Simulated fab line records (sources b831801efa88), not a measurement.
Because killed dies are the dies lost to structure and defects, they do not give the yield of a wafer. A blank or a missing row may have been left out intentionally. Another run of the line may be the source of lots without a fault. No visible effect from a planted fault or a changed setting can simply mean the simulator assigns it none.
Struck lot and sound lot, side by side	flow sky130	16 steps out of a route of 708
Sound: these wafers, L709.1, L709.3, L709.6. Struck: wafers L722.1, L722.3, L722.6. The cause comes at the end.
Each step with rows lists, per side, the tool, then ch with its chambers, then its first start. Under that, the readings that differ: sound wafers	struck wafers	difference of the means	sigmas: that difference in standard deviations of wafers without a fault.
alike: readings with means less than 2 such deviations apart, plus words and numbers identical on both sides. not compared: withheld readings, readings lacking a value on some wafer, bounds such as >300 that could conceal the same value, and numbers that have no deviation in the record and whose values overlap.
The two part at a step that has a row with sigmas, a row that says differs or no value, or rows on one side only. Non-overlapping numbers with no deviation appear without sigmas and do not part them. A reading missing from all wafers of one side parts the sides only when that side holds two or more wafers.

first, 8 steps without rows for these wafers: SKY_CONTACT_DEHYDRATE_06 (time 60 s); SKY_CONTACT_HMDS_07 (prime time 60 s); SKY_CONTACT_COAT_08 (resist thk 60 nm); SKY_CONTACT_COAT_09 (resist thk 450 nm); SKY_CONTACT_SOFTBAKE_10 (time 90 s); SKY_CONTACT_EXPOSE_11 (exposes mask CTM1, target cd 170 nm); SKY_CONTACT_PEB_12; SKY_CONTACT_DEVELOP_13 (develop time 60 s).
SKY_CONTACT_CD_MEAS_14 targets a cd of 170 nm.
  sound on cd sem-02, day 31 16:34; struck on cd sem-01, day 37 05:02
reading	sound	struck	difference	sigmas
cd nm (nm)	167.5 168.4 168.5	173.1 172.2 171.5	+4.1	+2
SKY_CONTACT_OVL_MEAS_15:
  sound on overlay-01, day 31 16:41; struck on overlay-02, day 37 05:10
reading	sound	struck	difference	sigmas
CONTACT_OVL (nm)	13 15 13	-2 -2 3	-14	-2
SKY_CONTACT_ETCH_16: etches BARC in N2/H2, stops on SiO2, time 45.9 s, target depth 60 nm.
  sound on rie diel-04 ch 0,2, day 31 16:43; struck on rie diel-01 ch 0,2, day 37 05:12
  alike: bias w, chamber pressure mTorr, drypump motor current A, oes product au, throttle valve pct
  not compared: rf hours counter h
SKY_CONTACT_ETCH_17: etches SiO2 in C4F8/O2/Ar, stops on Si3N4, target depth 340 nm.
  sound on rie diel-04 ch 0,2, day 31 16:46; struck on rie diel-01 ch 0,2, day 37 05:14
  alike: bias w, chamber pressure mTorr, oes product au
SKY_CONTACT_ETCH_18: etches Si3N4 in CHF3/O2, stops on TiN, time 39 s, target depth 75 nm.
  sound on rie diel-04 ch 0,2, day 31 16:00; struck on rie diel-01 ch 0,2, day 37 05:00
  no value came back on the struck wafers for any of 5 readings (O2_flow_sccm (sccm), bias w (W) and others); on the sound wafers O2_flow_sccm (sccm) reads 5.032 4.998 4.970
reading	sound	struck	difference	sigmas
model.KrF-thick_of_CONTACT_COAT_09.thk nm (nm)	246.2 243 244.5	326.1 329.9 327	+83.1	
  not compared: rf hours counter h
SKY_CONTACT_STRIP_19: strips in O2/N2.
  sound on plasma asher-03 ch 0,1, day 31 16:51; struck on plasma asher-03 ch 0, day 37 05:20
reading	sound	struck	difference	sigmas
oes product au (a.u.)	0.385 0.380 0.386	0.422 0.424 0.420	+0.038	+7
strip time to endpoint s (s)	3.67 3.63 3.65	4.50 4.53 4.50	+0.86	+24
  alike: drypump motor current A
  not compared: rf hours counter h
then, 1 step without rows for these wafers: SKY_CONTACT_STRIP_20 (strips in post etch residue remover, time 1200 s).
-- the record jumps here: 13 days lie between the struck wafers' starts before and after (it left off in module CONTACT and takes up again in module PAD_OPEN, whose first step shown is number 708 of the route) --
SKY_PAD_OPEN_PROBE_99:
  sound on prober-01, day 45 17:16; struck on prober-01, day 49 20:56
reading	sound	struck	difference	sigmas
killed at contacts	23 30 34	425 437 435	+403	+72
killed dies	75 82 89	492 492 492	+410	+44
killed on rim	11 16 21	96 96 96	+80	+22
  alike: killed_at_M0_to_M3, killed_at_M4_up, killed at front end, killed at other, killed open, killed short

## WHERE THEY PART
Earliest at SKY_CONTACT_CD_MEAS_14; latest, in this record, at SKY_PAD_OPEN_PROBE_99.

WHY: what the simulator had put in
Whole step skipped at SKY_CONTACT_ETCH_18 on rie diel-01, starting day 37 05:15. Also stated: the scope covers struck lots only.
